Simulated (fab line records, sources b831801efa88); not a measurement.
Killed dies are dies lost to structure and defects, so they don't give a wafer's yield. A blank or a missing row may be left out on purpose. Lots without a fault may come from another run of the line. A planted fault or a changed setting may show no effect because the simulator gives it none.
Chamber matching | flow gf180mcu | GF_V3_CMP_26 on cmp-02: 4 sister chambers
The step polishes, stops on SiO2, t overpolish 15 s, target thk 0 nm. 4 wafers are shown with their chamber, then 7 later ones without.

WAFERS WITH THEIR CHAMBER
wafer  | chamber | motor_current_A (A)
L242.4 | 0       | 9.3
L243.3 | 3       | 11.4
L246.1 | 1       | 10.8
L246.3 | 2       | 9.6

WAFERS WITHOUT THEIR CHAMBER
wafer  | motor_current_A (A)
L246.6 | 11.1
L247.1 | 11.5
L247.3 | 10.1
L247.6 | 11.0
L250.3 | 9.5
L250.5 | 11.0
L250.6 | 10.1

WHICH CHAMBER EACH WENT THROUGH
wafer  | from the rows above          | in truth
L246.6 | can't be placed: 1 or 3      | 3
L247.1 | can't be placed: 3 or 1      | 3
L247.3 | can't be placed: 2 or 1 or 0 | 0
L247.6 | can't be placed: 1 or 3      | 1
L250.3 | can't be placed: 2 or 0      | 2
L250.5 | can't be placed: 1 or 3      | 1
L250.6 | can't be placed: 2 or 1 or 0 | 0
Placed correctly: 0 of 7. Can't be placed from these rows: 7 (the true chamber is among the candidates in 7). Placed wrongly: 0.
How it was worked out, from the rows above alone: a wafer's distance from a chamber is the root of the sum, over the readings, of the square of ((its reading less the chamber's mean) divided by the reading's scatter). The wafer belongs to the nearest chamber; if the next one is less than 2 further off, it can't be placed. A chamber's mean is the mean of its shown wafers. The scatter: with one shown wafer a chamber, the root of the mean of the squares of how far each hidden wafer lies from its nearest shown one.
